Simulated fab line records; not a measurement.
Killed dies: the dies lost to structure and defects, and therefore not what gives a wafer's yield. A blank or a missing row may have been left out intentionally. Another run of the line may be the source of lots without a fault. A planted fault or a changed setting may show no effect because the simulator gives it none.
A struck lot beside a sound one | flow sky130 | 14 steps out of a route of 708
Sound: these wafers, L369.1, L369.2, L369.4. Wafers L376.3, L376.4, L376.6 were the ones struck. Last of all comes the cause.
Order at every step that has rows: each side's tool, ch and its chambers, its first start. Under that, the readings that differ: sound wafers | struck wafers | difference of the means | sigmas: that difference in standard deviations of wafers without a fault.
alike: words and numbers the same on both sides, and readings whose means are apart by under 2 such deviations; not compared: readings that were withheld, readings missing a value for some wafer, numbers with overlapping values and no deviation given by the record, and bounds like >300 which may hide the same value.
The two part at a step that has a row with sigmas, a row that says differs or no value, or rows on one side only. Numbers that have no deviation but don't overlap get no sigmas and don't part them. Lack of a reading on every wafer of one side parts them only where that side has two or more wafers.

SKY_METAL1_SPUTTER_02: material AlCu, target thk 250 nm, time 13.3 s.
  struck on pvd sputter-02, day 36 09:34; sound on pvd sputter-04, day 34 05:48
  alike: cathode dc power W, throttle valve pct
SKY_METAL1_SPUTTER_03: material Ti, target thk 5 nm, time 3.3 s.
  struck on pvd sputter-02, day 36 09:35; sound on pvd sputter-04, day 34 05:49
  alike: cathode dc power W, throttle valve pct
SKY_METAL1_SPUTTER_04: material TiN, target thk 70 nm, time 58.3 s.
  struck on pvd sputter-02, day 36 09:37; sound on pvd sputter-04, day 34 05:50
  alike: cathode dc power W, throttle valve pct
SKY_METAL1_RS_MEAS_05: measures by four-point-probe.
  struck on film metro-04, day 36 09:42; sound on film metro-01, day 34 05:53
  alike: METAL1_ALCU_RS
SKY_METAL1_THK_MEAS_06: measures by xrf.
  struck on film metro-04, day 36 09:48; sound on film metro-01, day 34 06:01
  alike: METAL1_ALCU_THK
then, 7 steps without rows for these wafers: SKY_METAL1_DEHYDRATE_07 (time 60 s); SKY_METAL1_HMDS_08 (prime time 60 s); SKY_METAL1_COAT_09 (resist thk 60 nm); SKY_METAL1_COAT_10 (resist thk 450 nm); SKY_METAL1_SOFTBAKE_11 (time 90 s); SKY_METAL1_EXPOSE_12 (exposes mask MM1, target cd 140 nm); SKY_METAL1_PEB_13.
SKY_METAL1_DEVELOP_14: develop time 60 s.
  sound on litho track-01 ch 0, day 35 08:00; struck on litho track-01, day 37 12:00
  no value came back on the struck wafers for chill plate temp C (C), develop time s (s); on the sound wafers chill plate temp C (C) reads 22.94 22.97 23.05
  reading                                       | sound           | struck            | difference | sigmas
  model.KrF-thick_of_METAL1_COAT_10.thk nm (nm) | 436 436.5 436.9 | 449.8 452.7 451.1 | +14.7      |
SKY_METAL1_CD_MEAS_15: target cd 140 nm.
  struck on cd sem-02, day 37 12:34; sound on cd sem-02, day 35 08:53
  reading    | sound             | struck | difference                    | sigmas
  cd nm (nm) | 137.3 138.1 137.1 | - - -  | no value on the struck wafers |

## WHERE THEY PART
Earliest at SKY_METAL1_DEVELOP_14; latest, in this record, at SKY_METAL1_CD_MEAS_15.

WHY: what had been put in by the simulator
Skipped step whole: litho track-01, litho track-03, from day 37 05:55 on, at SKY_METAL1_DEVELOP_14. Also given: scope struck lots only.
